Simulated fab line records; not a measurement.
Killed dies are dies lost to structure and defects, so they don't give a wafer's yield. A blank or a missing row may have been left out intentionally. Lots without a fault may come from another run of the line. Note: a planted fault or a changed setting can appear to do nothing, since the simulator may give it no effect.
Chamber matching | flow sky130 | 4 sister chambers for SKY_SPACER_ETCHBACK_02 on rie-diel-01
The step etches Si3N4 in CH3F/O2, stops on SiO2, time 46.7 s, target depth 45 nm. 8 wafers are shown with their chamber, then 12 later ones without.

== WAFERS PAIRED WITH THEIR CHAMBERS ==
wafer  | chamber | drypump-motor-current-A (A) | ch3f-flow-sccm (sccm)
L082.5 | 3       | 6.8                         | 40.05
L083.4 | 1       | 6.2                         | 39.87
L086.2 | 3       | 6.8                         | 40.15
L086.3 | 2       | 5.1                         | 39.86
L086.4 | 0       | 5.4                         | 40.03
L090.2 | 0       | 5.3                         | 40.17
L090.3 | 1       | 6.2                         | 40.13
L090.5 | 2       | 5.1                         | 40.07

== WAFERS WITHOUT THEIR CHAMBER ==
wafer  | drypump-motor-current-A (A) | ch3f-flow-sccm (sccm)
L093.3 | 6.2                         | 39.88
L093.5 | 6.8                         | 39.86
L093.6 | 5.1                         | 40.04
L094.2 | 5.1                         | 40.01
L094.3 | 6.8                         | 40.04
L094.4 | 6.2                         | 40.13
L095.1 | 5.1                         | 40.04
L095.5 | 5.1                         | 40.13
L095.6 | 6.2                         | 40.15
L097.1 | 6.8                         | 40.18
L097.3 | 5.1                         | 39.91
L097.6 | 6.8                         | 40.10

== CHAMBER TAKEN BY EACH ==
wafer  | from the rows above | in truth
L093.3 | 1                   | 1
L093.5 | 3                   | 3
L093.6 | 2                   | 2
L094.2 | 2                   | 2
L094.3 | 3                   | 3
L094.4 | 1                   | 1
L095.1 | 2                   | 2
L095.5 | 2                   | 2
L095.6 | 1                   | 1
L097.1 | 3                   | 3
L097.3 | 2                   | 2
L097.6 | 3                   | 3
Placed correctly: 12 of 12. Can't be placed from these rows: 0. Number placed wrongly: 0.
How it was worked out, from the rows above alone: a wafer's distance from a chamber is the root of the sum, over the readings, of the square of ((its reading less the chamber's mean) divided by the reading's scatter). If the next closest chamber is less than 2 further off than the closest, the wafer can't be placed; otherwise it belongs to the closest. The mean given for a chamber averages the wafers shown for that chamber. How the scatter is found: for the shown wafers, subtract from each reading the mean of its chamber, square and add these, divide the total by (wafers less chambers), then take the root.
